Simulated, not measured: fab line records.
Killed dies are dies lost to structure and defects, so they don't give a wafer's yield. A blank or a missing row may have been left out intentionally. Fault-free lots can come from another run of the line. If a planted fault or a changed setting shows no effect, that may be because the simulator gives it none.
Struck lot and sound lot, side by side -- flow sky130 -- 18 steps out of a route of 708
Sound: wafers L804.1, L804.2, L804.4. Struck: wafers L813.2, L813.4, L813.5. Last of all comes the cause.
Per side, at each step with rows, come the tool, then ch with its chambers, and then its first start. Under that, the readings that differ: sound wafers -- struck wafers -- difference of the means -- sigmas: that difference in standard deviations of wafers without a fault.
alike: readings with means less than 2 such deviations apart, plus words and numbers identical on both sides. not compared: withheld readings, readings lacking a value on some wafer, bounds such as >300 that could conceal the same value, and numbers that have no deviation in the record and whose values overlap.
Wherever a step has rows on one side only, a row that says differs or no value, or a row with sigmas, the two part there. Numbers that have no deviation but don't overlap get no sigmas and don't part them. A reading missing from all wafers of one side parts the sides only when that side holds two or more wafers.

first, 5 steps without rows for these wafers: SKY_VIA4_COAT_06 (resist thk 1140 nm); SKY_VIA4_SOFTBAKE_07 (time 60 s); SKY_VIA4_EXPOSE_08 (exposes mask VIM4, target cd 800 nm); SKY_VIA4_PEB_09; SKY_VIA4_DEVELOP_10 (develop time 60 s).
SKY_VIA4_OVL_MEAS_11:
  sound on overlay-02, day 45 00:59; struck on overlay-01, day 47 07:23
  alike: VIA4_OVL
SKY_VIA4_ETCH_12: etches SiO2 in C4F8/O2/Ar, stops on TiN, target depth 580 nm.
  sound on rieDiel-04 ch 0,1,2, day 45 01:01; struck on rieDiel-03 ch 1,2, day 47 07:25
  alike: biasW, oesProductAu
SKY_VIA4_STRIP_13: strips in O2/N2.
  sound on plasmaAsher-03 ch 0,1, day 45 01:05; struck on plasmaAsher-03 ch 0,1, day 47 07:29
  alike: drypumpMotorCurrentA, oesProductAu, stripTimeToEndpointS
  not compared: rfHoursCounterH
then, 3 steps without rows for these wafers: SKY_VIA4_STRIP_14 (strips in post etch residue remover, time 1200 s); SKY_VIA4_CLEAN_15 (cleans in IPA, time 180 s); SKY_VIA4_CLEAN_16 (cleans in O3/DIW).
SKY_VIA4_SPUTTER_17: material TiN, target thk 20 nm, time 80 s.
  sound on pvdSputter-04, day 45 01:41; struck on pvdSputter-03, day 47 08:07
  alike: throttleValvePct
SKY_VIA4_CVD_18: deposits W, target thk 505 nm, time 152.14 s.
  sound on cvdW-02 ch 0,1, day 45 01:44; struck on cvdW-01 ch 0,1, day 47 08:10
  no value came back on the struck wafers for chamberPressureTorr (Torr), heaterPowerOuterW (W), heaterPowerW (W), timeS (s); on the sound wafers chamberPressureTorr (Torr) reads 40.03 40.03 40.15
SKY_VIA4_RS_MEAS_19: measurement is done with a four-point probe.
  sound on filmMetro-01, day 45 01:54; struck on filmMetro-03, day 47 08:20
reading,sound,struck,difference,sigmas
VIA4_W_RS (ohm/sq),0.2190 0.2185 0.2231,58.567 57.876 56.755,+57.512,+99 or more
SKY_VIA4_THK_MEAS_20: measures by xrf.
  sound on filmMetro-01, day 45 02:01; struck on filmMetro-03, day 47 08:27
  not compared: VIA4_W_THK
SKY_VIA4_CMP_21: polishes, stops on SiO2, t overpolish 25 s, target thk 0 nm.
  sound on cmp-01 ch 0,1,2, day 45 02:15; struck on cmp-02 ch 1,2,3, day 47 08:36
reading,sound,struck,difference,sigmas
timeToEndpointS (s),121 122 114,0 3 2,-117,-28
  alike: motorCurrentA, slurryFlowMlMin
SKY_METAL5_SPUTTER_00: material Ti, target thk 15 nm, time 10 s.
  sound on pvdSputter-01, day 45 02:30; struck on pvdSputter-02, day 47 08:48
  alike: throttleValvePct
-- the record jumps here: 2 days lie between the struck wafers' starts before and after (it left off in module METAL5 and takes up again in module PAD_OPEN, whose first step shown is number 708 of the route) --
SKY_PAD_OPEN_PROBE_99:
  sound on prober-02, day 47 19:57; struck on prober-02, day 49 20:15
reading,sound,struck,difference,sigmas
model.etest.via4Chain.rcOhm,0.8087 0.7995 0.8164,0.7339 0.691 0.6683,-0.1105,
  alike: defectLimitedYield, killed_at_M0_to_M3, killed_at_M4_up, killedAtContacts, killedAtFrontEnd, killedAtOther, killedDies, killedOpen, killedShort, sort_bin_3_pad_short, sort_bin_5_function, sort_bin_6_memory, sortNPass, sortYieldPct

WHERE THEY PART
At SKY_VIA4_CVD_18 first; at SKY_VIA4_CMP_21 last (within this record only). Later steps at which nothing parts them and some readings are alike: SKY_METAL5_SPUTTER_00, SKY_PAD_OPEN_PROBE_99.

WHY: what had been put in by the simulator
Skipped step whole: cvdW-01, from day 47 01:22 on, at SKY_VIA4_CVD_18. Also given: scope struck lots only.
